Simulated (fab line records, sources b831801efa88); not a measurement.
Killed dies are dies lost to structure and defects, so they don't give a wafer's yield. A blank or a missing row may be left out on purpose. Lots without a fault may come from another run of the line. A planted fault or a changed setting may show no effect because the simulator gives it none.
Chamber matching | flow gf180mcu | GF_PASSIVATION_CVD_00 on pecvd-01: 3 sister chambers
The step deposits SiO2 from TEOS, target thk 1000 nm, time 111.95 s. 6 wafers are shown with their chamber, then 7 later ones without.

WAFERS WITH THEIR CHAMBER
wafer  | chamber | heater_power_w (W) | heater_power_outer_w (W)
L930.5 | 2       | 680                | 365
L938.3 | 2       | 818                | 466
L938.4 | 0       | 475                | 296
L938.6 | 1       | 505                | 232
L940.1 | 1       | 516                | 255
L940.4 | 0       | 475                | 301

WAFERS WITHOUT THEIR CHAMBER
wafer  | heater_power_w (W) | heater_power_outer_w (W)
L940.5 | 551                | 279
L941.1 | 583                | 369
L941.4 | 612                | 405
L941.6 | 786                | 468
L945.4 | 469                | 298
L945.5 | 811                | 444
L945.6 | 419                | 198

WHICH CHAMBER EACH WENT THROUGH
wafer  | from the rows above          | in truth
L940.5 | can't be placed: 1 or 0      | 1
L941.1 | can't be placed: 0 or 2 or 1 | 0
L941.4 | can't be placed: 2 or 0 or 1 | 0
L941.6 | 2                            | 2
L945.4 | can't be placed: 0 or 1      | 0
L945.5 | 2                            | 2
L945.6 | can't be placed: 1 or 0      | 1
Placed correctly: 2 of 7. Can't be placed from these rows: 5 (the true chamber is among the candidates in 5). Placed wrongly: 0.
How it was worked out, from the rows above alone: a wafer's distance from a chamber is the root of the sum, over the readings, of the square of ((its reading less the chamber's mean) divided by the reading's scatter). The wafer belongs to the nearest chamber; if the next one is less than 2 further off, it can't be placed. A chamber's mean is the mean of its shown wafers. The scatter: the root of (the sum of the squares of (reading less its chamber's mean) over the shown wafers, divided by (wafers less chambers)).
